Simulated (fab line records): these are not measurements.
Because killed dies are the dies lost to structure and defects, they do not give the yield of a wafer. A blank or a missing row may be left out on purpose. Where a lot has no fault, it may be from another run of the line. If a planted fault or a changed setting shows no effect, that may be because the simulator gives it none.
Which of the tools did it? ; flow sky130 ; 39 wafers from 13 lots sampled at 5 of the route's 708 steps

== WHAT THE GAUGES READ, wafer by wafer ==
SKY_FIELD_ISO_THK_MEAS_04.
lot;measured;on;FIELD_ISO_CVD_03_THK (nm)
L974;day 1 13:33;filmMetro-02;166.5 166.2 166.2
L975;day 1 18:29;filmMetro-02;166.0 166.3 165.8
L976;day 2 00:11;filmMetro-02;165.1 165.3 166.3
L977;day 2 06:50;filmMetro-04;166.4 166.9 167.2
L978;day 2 11:29;filmMetro-01;163.8 164.0 164.8
L985;day 3 22:19;filmMetro-04;167.6 165.6 167.9
L987;day 4 08:41;filmMetro-02;163.0 163.6 164.6
L990;day 4 21:55;filmMetro-01;165.8 167.0 166.2
L992;day 5 07:56;filmMetro-02;165.8 166.4 165.9
L994;day 5 18:33;filmMetro-02;167.4 166.6 167.1
L995;day 5 23:27;filmMetro-04;163.8 162.4 164.2
L996;day 6 04:14;filmMetro-01;164.7 164.6 164.5
L997;day 6 09:49;filmMetro-02;163.4 164.8 165.9

SKY_VT_ADJUST_LVTN_TW_MEAS_10.
lot;measured;on;VT_ADJUST_LVTN_TW
L974;day 7 13:02;filmMetro-03;238.7 240.5 240.1
L975;day 7 20:02;filmMetro-04;236.2 236.5 236.6
L976;day 7 21:23;filmMetro-04;236.9 236.5 236.0
L977;day 8 00:15;filmMetro-03;240.0 240.7 240.6
L978;day 8 02:41;filmMetro-03;239.2 239.1 239.5
L985;day 9 19:41;filmMetro-04;237.9 237.9 237.8
L987;day 10 07:30;filmMetro-02;238.9 239.8 239.1
L990;day 11 03:00;filmMetro-04;235.8 236.4 236.6
L992;day 11 17:37;filmMetro-03;241.1 240.6 240.8
L994;day 12 16:59;filmMetro-03;240.9 240.6 242.6
L995;day 13 08:11;filmMetro-04;236.8 235.9 236.2
L996;day 13 14:29;filmMetro-03;241.2 241.2 240.4
L997;day 13 15:57;filmMetro-04;237.3 237.2 236.1

SKY_VT_ADJUST_HVTR_OVL_MEAS_08.
lot;measured;on;VT_ADJUST_HVTR_OVL (nm)
L974;day 10 01:23;overlay-02;1.9 1.9 1.2
L975;day 10 09:52;overlay-01;1.5 1.1 2.3
L976;day 10 11:46;overlay-02;1.2 3.1 3.9
L977;day 10 16:01;overlay-02;1.9 2.0 -0.7
L978;day 10 18:43;overlay-02;3.3 2.5 3.0
L985;day 12 18:43;overlay-02;2.3 1.1 2.0
L987;day 13 08:26;overlay-01;0.9 0.6 1.0
L990;day 14 05:59;overlay-02;2.5 1.8 1.4
L992;day 14 21:55;overlay-01;-0.3 -0.9 -1.8
L994;day 16 00:11;overlay-01;0.6 0.4 -0.7
L995;day 16 17:37;overlay-02;2.8 0.1 1.0
L996;day 16 22:52;overlay-01;1.4 2.6 2.1
L997;day 17 00:56;overlay-02;2.3 3.1 3.0

SKY_SD_N_RS_MEAS_16: a four-point-probe measurement.
lot;measured;on;SD_N_RS (ohm/sq)
L974;day 29 04:45;filmMetro-03;68.51 68.32 68.59
L975;day 29 08:57;filmMetro-01;68.74 68.56 68.70
L976;day 29 09:11;filmMetro-03;68.60 68.51 68.38
L977;day 29 16:53;filmMetro-01;68.68 68.68 68.55
L978;day 29 16:46;filmMetro-04;68.44 68.49 68.46
L985;day 31 16:05;filmMetro-04;51.40 51.41 51.40 51.34 51.35 51.43
L987;day 32 21:26;filmMetro-03;51.22 51.24 51.29 51.30 51.21 51.25
L990;day 33 06:28;filmMetro-01;68.51 68.51 68.49
L992;day 33 17:56;filmMetro-03;68.53 68.54 68.47
L994;day 34 18:31;filmMetro-03;68.63 68.61 68.50
L995;day 35 14:43;filmMetro-03;68.56 68.65 68.52
L996;day 35 15:43;filmMetro-03;68.56 68.63 68.70
L997;day 35 18:41;filmMetro-01;68.39 68.49 68.47

== WHAT TOOL EACH LOT RAN ON (gives the tool, then ch and the chambers of the sampled wafers, and finally the start) ==
lot;SKY_SD_N_RTA_14
L974;rtpAnneal-02 ch 0, day 29 04:34
L975;rtpAnneal-02 ch 0, day 29 08:47
L976;rtpAnneal-01 ch 0, day 29 09:01
L977;rtpAnneal-01 ch 0, day 29 16:43
L978;rtpAnneal-02 ch 0, day 29 16:35
L985;rtpAnneal-02 ch 0, day 31 15:55
L987;rtpAnneal-02 ch 0, day 32 21:14
L990;rtpAnneal-01 ch 0, day 33 06:17
L992;rtpAnneal-01 ch 0, day 33 17:46
L994;rtpAnneal-01 ch 0, day 34 18:20
L995;rtpAnneal-02 ch 0, day 35 14:33
L996;rtpAnneal-01 ch 0, day 35 15:32
L997;rtpAnneal-02 ch 0, day 35 18:31
- SKY_SD_N_RTA_14: time 2 s.

== WHAT THE TOOLS THEMSELVES READ (means of the sampled wafers that have a number; where no wafer has one, the mark that the record gives instead) ==
SKY_SD_N_RTA_14.
lot;tool;annealTempCMax;lampPowerPct (%);wafer_temp_C_max
L974;rtpAnneal-02;1082.0;15.72;1077.5
L975;rtpAnneal-02;1081.2;15.70;1077.7
L976;rtpAnneal-01;1078.9;15.77;1077.1
L977;rtpAnneal-01;1078.4;15.73;1078.2
L978;rtpAnneal-02;1082.4;15.75;1078.0
L985;rtpAnneal-02;1082.2;15.73;1077.1
L987;rtpAnneal-02;1083.9;15.70;1079.1
L990;rtpAnneal-01;1078.7;15.68;1077.5
L992;rtpAnneal-01;1078.8;15.76;1078.1
L994;rtpAnneal-01;1079.5;15.73;1078.8
L995;rtpAnneal-02;1080.9;15.76;1078.0
L996;rtpAnneal-01;1078.5;15.72;1078.5
L997;rtpAnneal-02;1080.9;15.77;1078.4

== THE ANSWER, worked out from the rows above alone ==
Rule: usual is defined by the lots themselves. The widest of any qualifying gaps counts: lots, ordered by their means at a reading, are off when they make up no more than a third of the lots, leave a main group of 4 or more, and stand apart from it by 3 or more times the standard deviation of that group's means. A main group whose means are all the same, to the digits that the tables above print for the reading, isn't used. A lot without any number at a reading at which 4 lots or more have one is off too. Any other lot the step has rows for is counted as sound. After the gauges, taken in route order, come the tools' own readings; for these a lot's mean is taken, as printed above. The first step at which some lot is off is used, and at that step the reading that is off furthest; a lot without a number counts as furthest.
Off: L985, L987, seen at SKY_SD_N_RS_MEAS_16 (SD_N_RS). The main group: mean 68.54 ohm/sq, standard deviation 0.073.
A tool fits if, at a process step before that reading, it ran every lot that is off, and no sound lot after the first of them. The gauges at SKY_SD_N_RS_MEAS_16 are tried like those tools. None of those tried fits.

== WHAT THE SIMULATOR HAD PUT IN ==
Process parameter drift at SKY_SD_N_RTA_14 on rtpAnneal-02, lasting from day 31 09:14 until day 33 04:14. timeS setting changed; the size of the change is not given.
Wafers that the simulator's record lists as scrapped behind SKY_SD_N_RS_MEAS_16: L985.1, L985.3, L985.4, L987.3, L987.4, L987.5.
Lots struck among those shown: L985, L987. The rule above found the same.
